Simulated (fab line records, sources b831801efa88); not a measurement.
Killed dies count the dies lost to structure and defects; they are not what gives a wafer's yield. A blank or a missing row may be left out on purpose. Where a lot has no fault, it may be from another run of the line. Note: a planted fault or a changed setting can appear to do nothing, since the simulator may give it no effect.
The tool behind it: which one? -- flow sky130 -- 12 lots with 36 wafers sampled at 4 steps, on a route of 708 steps

== WHAT THE GAUGES READ, wafer by wafer ==
SKY_VIA4_OVL_MEAS_11. Usual: for VIA4_OVL the level is -0.1 nm and the standard deviation is 1.4.
lot,measured,on,VIA4_OVL (nm),flag
L610,day 43 02:31,overlay-01,0.3 -1.5 -0.4,
L609,day 43 06:55,overlay-02,-2.1 -4.5 -3.3,
L613,day 43 23:53,overlay-01,-0.1 0.8 -0.5,
L615,day 45 07:13,overlay-01,0.2 -0.7 0.4,
L616,day 45 08:38,overlay-02,0.5 -0.5 0.7,
L618,day 46 03:17,overlay-01,-0.5 -0.9 1.2,
L622,day 46 19:34,overlay-02,-0.1 1.3 1.1,
L621,day 46 20:40,overlay-01,-1.9 -0.4 0.7,
L625,day 47 12:20,overlay-01,-1.8 0.6 -2.1,
L627,day 47 21:04,overlay-01,1.3 1.0 -0.6,
L630,day 48 11:17,overlay-02,0.9 0.8 1.1,
L631,day 48 12:29,overlay-02,-3.0 -0.2 -0.4,

SKY_METAL5_THK_MEAS_06: measures by xrf. Usual: for METAL5_ALCU_THK the level is 1168 nm and the standard deviation is 16.
lot,measured,on,METAL5_ALCU_THK (nm),flag
L610,day 43 04:25,film-metro-03,1171 1182 1178,
L609,day 43 08:36,film-metro-03,1153 1168 1142,
L613,day 44 01:36,film-metro-04,1183 1170 1172,
L615,day 45 09:11,film-metro-02,1187 1190 1187,
L616,day 45 10:22,film-metro-04,1171 1174 1177,
L618,day 46 04:59,film-metro-04,1158 1182 1161,
L622,day 46 21:26,film-metro-02,1161 1159 1167,
L621,day 46 22:23,film-metro-04,1175 1179 1177,
L625,day 47 14:05,film-metro-03,1170 1162 1178,
L627,day 47 22:44,film-metro-04,1152 1155 1168,
L630,day 48 12:59,film-metro-04,1142 1133 1136,
L631,day 48 14:16,film-metro-03,1197 1198 1196,

== TOOL THAT RAN EACH LOT (tool first, then ch and the chambers of the sampled wafers, then the start) ==
lot,SKY_METAL3_SPUTTER_03,SKY_VIA3_ETCH_15
L610,"pvd-sputter-04, day 36 19:05","rie-diel-02 ch 0,1,3, day 40 01:23"
L609,"pvd-sputter-01, day 36 21:43","rie-diel-04 ch 0,1,2, day 40 04:10"
L613,"pvd-sputter-04, day 37 18:43","rie-diel-02 ch 1,2,3, day 41 00:16"
L615,"pvd-sputter-04, day 39 06:23","rie-diel-01 ch 1,2,3, day 42 08:38"
L616,"pvd-sputter-01, day 39 08:13","rie-diel-02 ch 1,2,3, day 42 10:23"
L618,"pvd-sputter-02, day 40 05:16","rie-diel-04 ch 0,1,2, day 43 07:28"
L622,"pvd-sputter-02, day 41 02:55","rie-diel-04 ch 0,2, day 44 01:47"
L621,"pvd-sputter-01, day 41 03:21","rie-diel-01 ch 1,2,3, day 44 01:53"
L625,"pvd-sputter-02, day 41 22:07","rie-diel-04 ch 0,2,3, day 44 19:35"
L627,"pvd-sputter-01, day 42 07:36","rie-diel-01 ch 0,3, day 45 04:58"
L630,"pvd-sputter-01, day 43 01:29","rie-diel-01 ch 0,2,3, day 45 21:16"
L631,"pvd-sputter-02, day 43 03:17","rie-diel-01 ch 0,2,3, day 45 23:11"
- SKY_METAL3_SPUTTER_03: material Ti, target thk 5 nm, time 3.3 s.
- SKY_VIA3_ETCH_15: etches SiO2 in C4F8/O2/Ar, stops on TiN, target depth 507 nm, time 78 s.

== AS READ BY THE TOOLS THEMSELVES (means over the sampled wafers that have a number; for cases with no such wafer, the mark the record gives instead) ==
SKY_METAL3_SPUTTER_03. Usual: 29.8 % for throttle-valve-pct, sd 0.91.
lot,tool,throttle-valve-pct (%),flag
L610,pvd-sputter-04,29.7,
L609,pvd-sputter-01,29.8,
L613,pvd-sputter-04,30.2,
L615,pvd-sputter-04,30.9,
L616,pvd-sputter-01,29.8,
L618,pvd-sputter-02,29.4,
L622,pvd-sputter-02,29.3,
L621,pvd-sputter-01,29.9,
L625,pvd-sputter-02,29.3,
L627,pvd-sputter-01,29.6,
L630,pvd-sputter-01,29.4,
L631,pvd-sputter-02,29.5,

SKY_VIA3_ETCH_15. Usual: 0.946 a.u. for oes-product-au, sd 0.0049.
lot,tool,oes-product-au (a.u.),flag
L610,rie-diel-02,0.953,
L609,rie-diel-04,0.941,
L613,rie-diel-02,0.946,
L615,rie-diel-01,0.948,
L616,rie-diel-02,0.946,
L618,rie-diel-04,0.944,
L622,rie-diel-04,0.948,
L621,rie-diel-01,0.948,
L625,rie-diel-04,0.948,
L627,rie-diel-01,0.946,
L630,rie-diel-01,0.947,
L631,rie-diel-01,0.948,

== THE ANSWER, worked out from the rows above alone ==
Rule: take the mean of a lot's wafers that have a number; if it is more than 3 standard deviations from the usual mean, the lot is off. A lot without any number at a reading at which 4 lots or more have one is off too. All remaining lots with rows at the step are treated as sound. First the gauges in route order, then the tools' own readings, where a lot's mean is used as printed above. The first step at which some lot is off is used, and at that step the reading that is off furthest; a lot without a number counts as furthest.
Nothing can be told from this: no lot is off at any reading shown.

== WHAT THE SIMULATOR HAD INSERTED ==
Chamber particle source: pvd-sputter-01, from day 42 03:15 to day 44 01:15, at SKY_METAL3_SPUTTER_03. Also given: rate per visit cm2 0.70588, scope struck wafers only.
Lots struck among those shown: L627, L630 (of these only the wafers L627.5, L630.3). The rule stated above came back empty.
